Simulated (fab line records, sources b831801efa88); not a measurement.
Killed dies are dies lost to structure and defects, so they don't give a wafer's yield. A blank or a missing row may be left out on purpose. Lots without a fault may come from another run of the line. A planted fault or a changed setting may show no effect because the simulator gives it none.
A struck lot beside a sound one | flow sky130 | 44 steps out of a route of 708
Sound: wafers L722.2, L722.3, L722.5. Struck: wafers L742.1, L742.4, L742.5. The cause comes at the end.
At each step with rows: each side's tool, then ch and its chambers, then its first start. Under that, the readings that differ: sound wafers | struck wafers | difference of the means | sigmas: that difference in standard deviations of wafers without a fault.
alike: readings whose means differ by less than 2 such deviations, and words and numbers that are the same on both sides. not compared: withheld readings, readings that some wafer has no value for, bounds like >300 that may hide the same value, and numbers for which the record gives no deviation and whose values overlap.
The two part at a step that has a row with sigmas, a row that says differs or no value, or rows on one side only. Numbers that don't overlap but have no deviation are shown without sigmas and don't part them. A reading that every wafer of one side lacks parts them only if that side has two wafers or more.

first, 4 steps without rows for these wafers: SKY_VIA3_CLEAN_18 (cleans in IPA, time 180 s); SKY_VIA3_CLEAN_19 (cleans in O3/DIW); SKY_VIA3_SPUTTER_20 (material TiN, target thk 20 nm, time 80 s); SKY_VIA3_CVD_21 (deposits W, target thk 390 nm, time 117.31 s).
SKY_VIA3_RS_MEAS_22: measures by four-point-probe.
  sound on film_metro-02, day 40 05:39; struck on film_metro-02, day 45 05:59
  alike: VIA3_W_RS
SKY_VIA3_THK_MEAS_23: measures by xrf.
  sound on film_metro-02, day 40 05:46; struck on film_metro-02, day 45 06:07
  alike: VIA3_W_THK
SKY_VIA3_CMP_24: polishes, stops on SiO2, t overpolish 20 s, target thk 0 nm.
  sound on cmp-01 ch 1,2, day 40 05:52; struck on cmp-02 ch 0,2,3, day 45 06:16
  alike: motor_current_A, overpolish_run_s, time_to_endpoint_s
SKY_METAL4_SPUTTER_00: material Ti, target thk 15 nm, time 10 s.
  sound on pvd_sputter-04, day 40 06:07; struck on pvd_sputter-01, day 45 06:28
  alike: cathode_dc_power_W, throttle_valve_pct
then, 4 steps without rows for these wafers: SKY_METAL4_SPUTTER_01 (material TiN, target thk 20 nm, time 16.7 s); SKY_METAL4_SPUTTER_02 (material AlCu, target thk 735 nm, time 39.1 s); SKY_METAL4_SPUTTER_03 (material Ti, target thk 5 nm, time 3.3 s); SKY_METAL4_SPUTTER_04 (material TiN, target thk 70 nm, time 58.3 s).
SKY_CAP2M_CVD_00: deposits SiO2, target thk 15.5 nm.
  sound on pecvd-02 ch 0,1,2, day 40 06:16; struck on pecvd-03 ch 0, day 45 06:38
  alike: heater_power_w
SKY_CAP2M_THK_MEAS_01:
  sound on film_metro-03, day 40 06:17; struck on film_metro-04, day 45 06:40
  reading               | sound             | struck            | difference | sigmas
  CAP2M_CVD_00_THK (nm) | 15.12 15.20 15.40 | 12.49 12.94 13.01 | -2.43      | -13
SKY_CAP2M_SPUTTER_02: material TiN, target thk 200 nm, time 166.7 s.
  sound on pvd_sputter-02, day 40 06:20; struck on pvd_sputter-02, day 45 06:43
  alike: cathode_dc_power_W, throttle_valve_pct
SKY_CAP2M_RS_MEAS_03: measures by four-point-probe.
  sound on film_metro-02, day 40 06:28; struck on film_metro-02, day 45 06:50
  reading               | sound          | struck         | difference | sigmas
  CAP2M_TIN_RS (ohm/sq) | 6.93 6.96 6.88 | 7.00 7.11 7.15 | +0.16      | +2
SKY_CAP2M_THK_MEAS_04: measures by xrf.
  sound on film_metro-02, day 40 06:35; struck on film_metro-02, day 45 06:57
  alike: CAP2M_TIN_THK
then, 7 steps without rows for these wafers: SKY_CAP2M_DEHYDRATE_05 (time 60 s); SKY_CAP2M_HMDS_06 (prime time 60 s); SKY_CAP2M_COAT_07 (resist thk 1140 nm); SKY_CAP2M_SOFTBAKE_08 (time 60 s); SKY_CAP2M_EXPOSE_09 (exposes mask CAP2M, target cd 1000 nm); SKY_CAP2M_PEB_10; SKY_CAP2M_DEVELOP_11 (develop time 60 s).
SKY_CAP2M_OVL_MEAS_12:
  sound on overlay-01, day 41 06:06; struck on overlay-01, day 46 04:05
  alike: CAP2M_OVL
then, 1 step without rows for these wafers: SKY_CAP2M_METAL_ETCH_13 (etches TiN in Cl2/BCl3, stops on SiO2, target depth 220 nm, time 62.9 s).
SKY_CAP2M_STRIP_14: strips in O2/N2.
  sound on plasma_asher-04 ch 0,1, day 41 06:13; struck on plasma_asher-04 ch 0, day 46 04:13
  alike: drypump_motor_current_A, oes_product_au, strip_time_to_endpoint_s
  not compared: rf_hours_counter_h
then, 11 steps without rows for these wafers: SKY_CAP2M_STRIP_15 (strips in post etch residue remover, time 1200 s); SKY_CAP2M_CLEAN_16 (cleans in IPA, time 180 s); SKY_CAP2M_CLEAN_17 (cleans in O3/DIW); SKY_METAL4_DEHYDRATE_05 (time 60 s); SKY_METAL4_HMDS_06 (prime time 60 s); SKY_METAL4_COAT_07 (resist thk 60 nm); SKY_METAL4_COAT_08 (resist thk 1140 nm); SKY_METAL4_SOFTBAKE_09 (time 90 s); SKY_METAL4_EXPOSE_10 (exposes mask MM4, target cd 300 nm); SKY_METAL4_PEB_11; SKY_METAL4_DEVELOP_12 (develop time 60 s).
SKY_METAL4_CD_MEAS_13: target cd 300 nm.
  sound on cd_sem-02, day 42 06:25; struck on cd_sem-01, day 47 01:11
  alike: cd_nm
SKY_METAL4_OVL_MEAS_14:
  sound on overlay-01, day 42 06:31; struck on overlay-02, day 47 01:18
  alike: METAL4_OVL
then, 1 step without rows for these wafers: SKY_METAL4_DESCUM_15 (chemistry O2, time 8 s).
SKY_METAL4_ETCH_16: etches BARC in N2/H2, stops on SiO2, time 88.2 s, target depth 60 nm.
  sound on rie_metal-04 ch 0,1, day 42 06:35; struck on rie_metal-02 ch 1, day 47 01:24
  alike: drypump_motor_current_A, he_backside_leak_sccm, oes_product_au, throttle_valve_pct
  not compared: rf_hours_counter_h
SKY_METAL4_ETCH_17: etches SiO2 in C4F8/O2/Ar, stops on TiN, time 3.9 s, target depth 15 nm.
  sound on rie_diel-04 ch 1,2, day 42 06:41; struck on rie_diel-03 ch 0,1,3, day 47 01:35
  reading               | sound             | struck            | difference | sigmas
  oes_product_au (a.u.) | 0.745 0.745 0.750 | 0.687 0.699 0.698 | -0.052     | -8
-- the record jumps here: 3 days lie between the struck wafers' starts before and after (it left off in module METAL4 and takes up again in module PAD_OPEN, whose first step shown is number 708 of the route) --
SKY_PAD_OPEN_PROBE_99:
  sound on prober-01, day 46 04:22; struck on prober-01, day 50 09:06
  reading                                       | sound                       | struck                        | difference | sigmas
  model.etest.tester.sort_n_pass                | 392 412 408                 | 346 341 359                   | -55        |
  model.etest.tester.sort_bin_5_pct (%)         | 11.99 10.16 9.553           | 22.56 23.78 20.12             | +11.59     |
  model.etest.tester.sort_yield_pct (%)         | 79.67 83.74 82.93           | 70.33 69.31 72.97             | -11.24     |
  model.etest.cap_mim2.c_ff_um2_rim_less_centre | 0.005922 -0.002256 -0.02563 | 0.7691 0.795 0.7617           | +0.7826    |
  model.etest.tester.sort_bin_8_pct (%)         | 0 0 0                       | 5.619e-09 3.731e-11 1.302e-08 | +6.225e-09 |
  alike: defect_limited_yield, killed_at_M0_to_M3, killed_at_M4_up, killed_at_contacts, killed_at_front_end, killed_at_other, killed_dies, killed_open, killed_short
  not compared: model.etest.tester.sort_bin_4_pct

WHERE THEY PART
First at SKY_CAP2M_THK_MEAS_01; last, within this record, at SKY_METAL4_ETCH_17. Later steps at which nothing parts them and some readings are alike: SKY_PAD_OPEN_PROBE_99.

WHY: what the simulator had put in
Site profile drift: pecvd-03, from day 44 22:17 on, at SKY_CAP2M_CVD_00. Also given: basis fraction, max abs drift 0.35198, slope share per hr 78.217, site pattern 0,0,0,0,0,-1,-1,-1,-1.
